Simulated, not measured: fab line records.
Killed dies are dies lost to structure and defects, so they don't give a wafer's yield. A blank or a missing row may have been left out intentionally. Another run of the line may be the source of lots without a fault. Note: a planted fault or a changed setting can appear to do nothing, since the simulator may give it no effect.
fab line records	flow sky130
[record] lots = 13	wafers = 39	last-day = 50
route steps=708 shown CAPM@550 METAL3@563 METAL4@634 METAL5@664
lots that met no fault: from a run of the same line without faults
start-h: the number of hours between the record's first day and the start of the first shown wafer of the lot	wait-h: time in hours since the lot's previous step	" same as the row above	L1.1+2: one row covering several wafers at once	- no value present, or no start provided	* or withheld: withheld	< > ~ a bound
route shown NAME@n: NAME is a module with steps in the file, n the number in the route of the first one	usual: mean and standard deviation over wafers with no fault	same: alike in all rows	chamber/n: place in a boat	sites: each site's reading	_std_site: the values' standard deviation	_edge_site: outer sites' mean less inner sites'	radius-mm: for every site, how far away it sits from the centre of the wafer	mask NAME#n: copy n	behind: tool/chamber where the wafer was last shaped	hold: cause of the lot's hold/its duration in hours/its outcome	device: whichever transistor did not switch (one of n, p or np)	end of line: the route-end tests of the same wafers	a step without rows: its recipe alone	killed: dies that structure and defects cost at the first sort, which is not the same as the wafer's yield	map: per-die view of a wafer (x killed, . not killed, _ where there is no die)
set.NAME: the setting the step ran with; set.NAME@STEP: the setting that earlier step ran with	model.NAME: the simulator's own value behind a step, which no gauge read
the route's steps for a sample of lots (tables are steps, rows are wafers)
services: from which hour (start-h, from the record's first day; less than 0 if before it) a tool's chamber was out of use, for how many hours, and why
[[steps]]
[step SKY_CAPM_METAL_ETCH_13]
[recipe] target-depth-nm = 220	stop-on = SiO2	chemistry = Cl2/BCl3	target = TiN	pressure-mtorr = 10	icp-w = 900	bias-w = 48.5	Cl2_flow_sccm = 60	bcl3-flow-sccm = 30	time-s = 62.9
[usual] chamber-pressure-mTorr = 9.999/0.0085	drypump-motor-current-A = 5.9/0.32	he-backside-leak-sccm = 3.36/0.21	oes-product-au = 0.942/0.0064	throttle-valve-pct = 21.901/0.0087
lot.wafer	tool	chamber	start-h	wait-h	chamber-pressure-mTorr	drypump-motor-current-A	he-backside-leak-sccm	oes-product-au	rf-hours-counter-h	throttle-valve-pct
L349.2	rie-metal-01	1	905.70	0.0	9.999	6.3	3.71	0.937	-	21.904
L349.4	"	1	"	"	10.007	6.4	3.47	0.940	-	21.898
L349.5	"	1	"	"	10.003	6.3	3.37	0.934	-	21.912
L351.4	rie-metal-02	0	907.28	0.0	10.008	5.6	3.26	0.941	-	21.922
L351.5	"	1	"	"	9.987	6.1	3.65	0.948	-	21.898
L351.6	"	0	"	"	10.013	5.5	3.41	0.935	-	21.902
L350.1	rie-metal-04	0	910.05	0.0	10.007	6.2	3.47	0.952	10	21.884
L350.2	"	1	"	"	9.984	5.7	3.35	0.937	4	21.905
L350.6	"	0	"	"	9.998	6.2	3.51	0.939	-	21.901
L353.1	rie-metal-01	0	921.20	0.0	10.002	5.6	3.24	0.955	0	21.895
L353.5	"	0	"	"	9.992	5.6	3.25	0.941	-	21.892
L353.6	"	1	"	"	10.006	6.3	3.27	0.949	-	21.902
L354.1	rie-metal-02	0	925.16	0.0	10.002	5.6	3.57	0.936	11	21.899
L354.5	"	0	"	"	9.998	5.6	3.36	0.935	-	21.907
L354.6	"	1	"	"	10.006	6.1	3.55	0.934	-	21.890
L352.2	rie-metal-01	0	928.90	0.0	9.999	5.6	3.23	0.946	0	21.901
L352.4	"	1	"	"	10.010	6.3	3.15	0.946	-	21.908
L352.5	"	0	"	"	9.992	5.6	3.23	0.944	-	21.879
L355.3	rie-metal-04	0	933.45	0.0	9.981	6.2	3.35	0.932	-	21.898
L355.4	"	1	"	"	10.002	5.6	4.11	0.940	-	21.896
L355.6	"	0	"	"	9.992	6.2	3.31	0.938	-	21.897
L358.1	rie-metal-02	0	957.05	0.0	10.005	5.6	3.19	0.945	13	21.894
L358.5	"	0	"	"	10.012	5.6	3.34	0.935	-	21.897
L358.6	"	1	"	"	10.003	6.1	3.45	0.937	-	21.908
L359.2	rie-metal-04	0	966.26	0.0	9.997	6.2	3.49	0.947	12	21.908
L359.4	"	1	"	"	9.997	5.7	3.36	0.952	-	21.900
L359.5	"	1	"	"	9.990	5.7	3.16	0.946	-	21.899
L361.2	rie-metal-01	1	967.86	0.0	9.995	6.4	3.19	0.946	19	21.897
L361.3	"	1	"	"	9.994	6.4	3.18	0.948	-	21.894
L361.6	"	0	"	"	9.997	5.6	3.14	0.947	-	21.883
L366.2	rie-metal-02	1	1011.90	0.0	9.998	6.1	3.51	0.950	15	21.904
L366.5	"	1	"	"	9.992	6.1	3.71	0.936	-	21.904
L366.6	"	0	"	"	10.000	5.5	3.38	0.934	-	21.909
L368.1	rie-metal-04	1	1019.80	0.0	10.014	5.7	3.19	0.942	9	21.899
L368.4	"	1	"	"	10.007	5.7	3.26	0.938	-	21.912
L368.5	"	1	"	"	9.982	5.7	3.35	0.939	-	21.888
L371.3	rie-metal-04	1	1037.54	0.0	9.993	5.7	3.01	0.938	-	21.904
L371.4	"	0	"	"	9.999	6.2	3.58	0.942	-	21.908
L371.5	"	0	"	"	10.006	6.2	3.46	0.943	-	21.910
[step SKY_METAL3_CD_MEAS_13]
[recipe] target-cd-nm = 300
[usual] cd-nm = 299.5/1.7
lot.wafer	tool	chamber	start-h	wait-h	cd-nm
L349.2	cd-sem-01	-	931.44	-	295.7
L349.4	"	-	"	"	296.1
L349.5	"	-	"	"	295.6
L351.4	cd-sem-02	-	933.54	-	298.9
L351.5	"	-	"	"	298.1
L351.6	"	-	"	"	299.4
L350.1	cd-sem-02	-	935.93	-	299.8
L350.2	"	-	"	"	298.9
L350.6	"	-	"	"	299.2
L353.1	cd-sem-02	-	946.13	-	300.4
L353.5	"	-	"	"	299.3
L353.6	"	-	"	"	300.3
L354.1	cd-sem-02	-	950.88	-	299.6
L354.5	"	-	"	"	299.5
L354.6	"	-	"	"	299.5
L352.2	cd-sem-02	-	953.80	-	302.0
L352.4	"	-	"	"	302.3
L352.5	"	-	"	"	302.9
L355.3	cd-sem-01	-	958.36	-	299.5
L355.4	"	-	"	"	299.7
L355.6	"	-	"	"	299.3
L358.1	cd-sem-01	-	981.72	-	300.6
L358.5	"	-	"	"	300.6
L358.6	"	-	"	"	301.3
L359.2	cd-sem-02	-	989.90	-	300.5
L359.4	"	-	"	"	298.4
L359.5	"	-	"	"	299.3
L361.2	cd-sem-01	-	992.30	-	300.9
L361.3	"	-	"	"	299.8
L361.6	"	-	"	"	301.5
L366.2	cd-sem-02	-	1035.60	-	299.8
L366.5	"	-	"	"	300.6
L366.6	"	-	"	"	300.7
L368.1	cd-sem-01	-	1043.22	-	300.8
L368.4	"	-	"	"	299.0
L368.5	"	-	"	"	299.3
L371.3	cd-sem-01	-	1060.31	-	298.1
L371.4	"	-	"	"	300.0
L371.5	"	-	"	"	299.3
[step SKY_METAL4_METAL_ETCH_18]
[recipe] target-depth-a = 8450	stop-on = SiO2	over-etch-frac = 0.3	time-s = 183.1	chemistry = Cl2/BCl3	resist-sidewall-deg = 88	pressure-mtorr = 10	icp-w = 916.6	bias-w = 48.5	Cl2_flow_sccm = 60	bcl3-flow-sccm = 30
[usual] chamber-pressure-mTorr = 10.000/0.01	drypump-motor-current-A = 5.6/0.47	he-backside-leak-sccm = 3.37/0.21	oes-product-au = 0.867/0.0062	throttle-valve-pct = 22.264/0.0095
[same] over-etch-frac = 0.3
lot.wafer	tool	chamber	start-h	wait-h	chamber-pressure-mTorr	drypump-motor-current-A	he-backside-leak-sccm	oes-product-au	rf-hours-counter-h	throttle-valve-pct
L351.4	rie-metal-01	1	1015.90	0.1	9.981	6.3	3.09	0.870	-	22.260
L351.5	"	1	"	"	10.006	6.3	3.56	0.871	-	22.273
L351.6	"	0	"	"	10.013	5.6	3.32	0.876	-	22.267
L349.2	rie-metal-02	0	1015.93	0.0	10.001	5.5	3.48	0.863	16	22.273
L349.4	"	0	"	"	10.010	5.5	3.45	0.861	-	22.258
L349.5	"	1	"	"	10.004	6.1	3.71	0.878	-	22.268
L350.1	rie-metal-03	1	1016.02	0.0	9.992	4.9	3.43	0.868	7	22.260
L350.2	"	0	"	"	9.999	5.6	3.35	0.862	9	22.253
L350.6	"	1	"	"	10.011	4.9	3.33	0.866	-	22.272
L353.1	rie-metal-01	1	1019.99	0.0	9.993	6.3	3.07	0.877	22	22.255
L353.5	"	0	"	"	10.028	5.6	3.03	0.877	-	22.260
L353.6	"	1	"	"	9.996	6.4	2.81	0.870	-	22.258
L354.1	rie-metal-03	1	1025.74	0.0	10.007	4.9	3.22	0.866	7	22.259
L354.5	"	0	"	"	10.004	5.5	3.15	0.861	-	22.268
L354.6	"	1	"	"	9.985	4.9	3.28	0.865	-	22.258
L352.2	rie-metal-02	0	1030.33	0.0	9.985	5.5	3.39	0.866	17	22.265
L352.4	"	0	"	"	10.012	5.6	3.24	0.858	-	22.275
L352.5	"	0	"	"	10.026	5.6	3.09	0.855	-	22.266
L355.3	rie-metal-02	1	1033.33	0.1	10.011	6.1	3.55	0.864	-	22.258
L355.4	"	0	"	"	9.999	5.6	3.16	0.868	-	22.280
L355.6	"	0	"	"	10.016	5.6	3.19	0.869	-	22.240
L358.1	rie-metal-02	0	1055.64	0.0	10.009	5.5	3.27	0.864	19	22.263
L358.5	"	0	"	"	10.014	5.6	3.39	0.868	-	22.256
L358.6	"	1	"	"	10.011	6.1	3.70	0.870	-	22.260
L359.2	rie-metal-01	0	1064.53	0.1	10.017	5.6	3.25	0.868	-	22.276
L359.4	"	0	"	"	9.993	5.6	3.20	0.859	-	22.275
L359.5	"	0	"	"	10.000	5.6	3.27	0.868	-	22.263
L361.2	rie-metal-02	1	1065.53	0.0	9.996	6.1	3.78	0.858	19	22.266
L361.3	"	1	"	"	9.988	6.1	3.61	0.857	-	22.259
L361.6	"	1	"	"	9.999	6.1	3.84	0.859	-	22.265
L366.2	rie-metal-03	1	1102.30	0.1	10.006	4.9	3.30	0.873	-	22.272
L366.5	"	1	"	"	9.992	4.9	3.47	0.874	-	22.254
L366.6	"	1	"	"	10.008	4.9	3.63	0.865	-	22.270
L368.1	rie-metal-03	1	1109.12	0.0	10.004	4.9	3.41	0.876	13	22.245
L368.4	"	0	"	"	9.998	5.6	3.08	0.866	-	22.258
L368.5	"	1	"	"	9.986	4.9	3.36	0.867	-	22.267
L371.3	rie-metal-03	1	1128.70	0.1	9.992	4.9	3.55	0.857	-	22.258
L371.4	"	0	"	"	9.994	5.6	3.20	0.867	-	22.258
L371.5	"	1	"	"	10.003	4.9	3.40	0.859	-	22.258
[step SKY_METAL4_STRIP_19]
[recipe] chemistry = O2/N2	power-w = 1400	pressure-mtorr = 1500	platen-temp-c = withheld	o2-flow-sccm = 3000	n2-flow-sccm = 300	overash-fraction = 0.5
[usual] chamber-pressure-mTorr = 1500.2/1.3	drypump-motor-current-A = 5.7/0.55	oes-product-au = 0.500/0.0054	strip-time-to-endpoint-s = 6.46/0.079
[same] overash-fraction = 0.5
lot.wafer	tool	chamber	start-h	wait-h	chamber-pressure-mTorr	drypump-motor-current-A	oes-product-au	rf-hours-counter-h	strip-time-to-endpoint-s
L351.4	plasma-asher-02	0	1016.05	0.1	1499.2	5.5	0.504	-	6.54
L351.5	"	0	"	"	1500.0	5.5	0.505	-	6.55
L351.6	"	1	"	"	1501.6	4.8	0.491	-	6.42
L349.2	plasma-asher-01	1	1016.11	0.1	1500.2	6.1	0.504	22	6.51
L349.4	"	0	"	"	1499.5	6.3	0.502	-	6.46
L349.5	"	0	"	"	1501.8	6.3	0.503	-	6.52
L350.1	plasma-asher-03	1	1016.20	0.1	1501.6	5.3	0.499	92	6.40
L350.2	"	0	"	"	1500.7	6.2	0.491	92	6.39
L350.6	"	0	"	"	1500.0	6.2	0.506	-	6.48
L353.1	plasma-asher-01	0	1020.17	0.1	1500.0	6.3	0.507	23	6.52
L353.5	"	1	"	"	1499.3	6.1	0.497	-	6.49
L353.6	"	0	"	"	1499.8	6.3	0.503	-	6.58
L354.1	plasma-asher-02	1	1025.92	0.1	1503.5	4.8	0.500	119	6.45
L354.5	"	1	"	"	1502.5	4.8	0.502	-	6.42
L354.6	"	0	"	"	1501.5	5.4	0.499	-	6.39
L352.2	plasma-asher-01	0	1030.51	0.1	1500.0	6.3	0.499	24	6.37
L352.4	"	0	"	"	1500.6	6.3	0.492	-	6.34
L352.5	"	0	"	"	1499.7	6.3	0.498	-	6.42
L355.3	plasma-asher-03	1	1033.48	0.1	1498.8	5.3	0.504	-	6.60
L355.4	"	0	"	"	1500.3	6.2	0.498	-	6.48
L355.6	"	0	"	"	1498.8	6.2	0.501	-	6.47
L358.1	plasma-asher-01	0	1055.82	0.1	1498.7	6.3	0.493	26	6.45
L358.5	"	0	"	"	1502.6	6.3	0.505	-	6.47
L358.6	"	1	"	"	1500.6	6.1	0.506	-	6.61
L359.2	plasma-asher-02	1	1064.83	0.2	1501.5	4.8	0.506	0	6.44
L359.4	"	0	"	"	1496.8	5.5	0.498	-	6.43
L359.5	"	0	"	"	1500.6	5.5	0.493	-	6.42
L361.2	plasma-asher-03	0	1065.71	0.1	1496.6	6.2	0.549	97	7.75
L361.3	"	1	"	"	1499.7	5.3	0.551	-	7.74
L361.6	"	0	"	"	1500.5	6.2	0.558	-	7.75
L366.2	plasma-asher-03	0	1102.59	0.2	1502.4	6.2	0.497	100	6.45
L366.5	"	1	"	"	1500.4	5.3	0.495	-	6.41
L366.6	"	0	"	"	1501.4	6.2	0.495	-	6.41
L368.1	plasma-asher-03	0	1109.30	0.1	1500.3	6.2	0.503	101	6.43
L368.4	"	1	"	"	1497.8	5.3	0.498	-	6.47
L368.5	"	0	"	"	1501.4	6.2	0.502	-	6.44
L371.3	plasma-asher-03	0	1128.85	0.1	1499.8	6.2	0.493	-	6.36
L371.4	"	1	"	"	1500.5	5.3	0.500	-	6.38
L371.5	"	1	"	"	1500.6	5.4	0.497	-	6.45
[step SKY_METAL5_SPUTTER_03]
[recipe] material = Ti	target-thk-nm = 5	power-w = 3000	time-s = 3.3	chamber-pressure-pa = 0.4
[usual] throttle-valve-pct = 30.0/1.3
lot.wafer	tool	chamber	start-h	wait-h	throttle-valve-pct
L351.4	pvd-sputter-04	-	1042.52	0.0	29.0
L351.5	"	-	"	"	29.6
L351.6	"	-	"	"	30.3
L349.2	pvd-sputter-01	-	1042.85	0.0	28.4
L349.4	"	-	"	"	29.7
L349.5	"	-	"	"	31.5
L350.1	pvd-sputter-03	-	1043.15	0.0	29.5
L350.2	"	-	"	"	30.1
L350.6	"	-	"	"	30.1
L353.1	pvd-sputter-03	-	1046.56	0.0	29.5
L353.5	"	-	"	"	30.0
L353.6	"	-	"	"	29.8
L354.1	pvd-sputter-04	-	1050.67	0.0	32.5
L354.5	"	-	"	"	30.5
L354.6	"	-	"	"	29.6
L352.2	pvd-sputter-03	-	1055.57	0.0	27.8
L352.4	"	-	"	"	30.2
L352.5	"	-	"	"	30.1
L355.3	pvd-sputter-01	-	1058.06	0.0	30.6
L355.4	"	-	"	"	30.0
L355.6	"	-	"	"	30.5
L358.1	pvd-sputter-04	-	1079.17	0.0	30.4
L358.5	"	-	"	"	32.7
L358.6	"	-	"	"	30.2
L359.2	pvd-sputter-03	-	1092.20	0.0	30.0
L359.4	"	-	"	"	27.6
L359.5	"	-	"	"	30.2
L361.3	pvd-sputter-04	-	1092.63	0.0	32.8
L361.6	"	-	"	"	30.4
L366.2	pvd-sputter-03	-	1124.28	0.0	29.8
L366.5	"	-	"	"	27.8
L366.6	"	-	"	"	29.9
L368.1	pvd-sputter-03	-	1131.52	0.0	29.9
L368.4	"	-	"	"	27.6
L368.5	"	-	"	"	30.3
L371.3	pvd-sputter-04	-	1148.97	0.0	32.7
L371.4	"	-	"	"	29.3
L371.5	"	-	"	"	29.5
[[services]]
tool	chamber	start-h	hours	kind
rie-metal-01	0	900.14	-	clean
rie-metal-01	0	900.14	20.8	scheduled-down
rie-metal-01	0	900.14	20.8	vent-cycle
rie-metal-04	-	912.26	0.7	repair
pvd-sputter-03	-	939.44	8.1	repair
rie-metal-02	-	948.69	1.5	repair
rie-metal-04	-	949.64	2.8	pm
plasma-asher-02	-	952.72	1.2	repair
plasma-asher-01	-	962.56	0.5	repair
pvd-sputter-01	-	986.81	5.0	repair
pvd-sputter-01	-	994.27	3.0	repair
pvd-sputter-01	-	1001.47	4.3	repair
plasma-asher-03	-	1012.01	1.4	repair
rie-metal-01	0	1026.30	2.9	repair
pvd-sputter-01	-	1026.42	1.4	repair
rie-metal-01	-	1027.39	1.9	repair
plasma-asher-03	-	1034.58	5.4	repair
plasma-asher-02	-	1055.25	9.0	pm
pvd-sputter-01	-	1061.81	15.0	repair
plasma-asher-01	-	1063.15	4.8	repair
plasma-asher-01	-	1075.30	5.4	repair
rie-metal-03	0	1101.40	2.6	repair
pvd-sputter-04	-	1122.24	18.3	repair
rie-metal-02	-	1137.64	2.8	pm
[[key]]
[first-sign] step = SKY_METAL4_STRIP_19	reading = strip-time-to-endpoint-s	direction = up	sigmas = 16	usual = *	struck = *
[effect] step = SKY_METAL4_STRIP_19	reading = oes-product-au	direction = up	sigmas = 9.8	usual = 0.500	struck = 0.553
met-at SKY_METAL4_METAL_ETCH_18
struck-lots L361
later-rows-left-out L361.2
sort-left-out L361.2,L361.3,L361.6
not-acting-at SKY_CAPM_METAL_ETCH_13,SKY_METAL3_CD_MEAS_13,SKY_METAL5_SPUTTER_03
[fault] kind = process-parameter-drift	tool = rie-metal-02	chamber = -	onset-h = 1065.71	steps = SKY_METAL4_METAL_ETCH_18	channel = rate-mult	offset = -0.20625	shape = step
// sort-left-out: the simulated sort isn't trusted on such a fault, so these wafers' sort isn't shown, and their yield isn't known
// later-rows-left-out: the simulator's readings of these wafers behind a module that went badly wrong aren't trusted and aren't shown, but for the sort
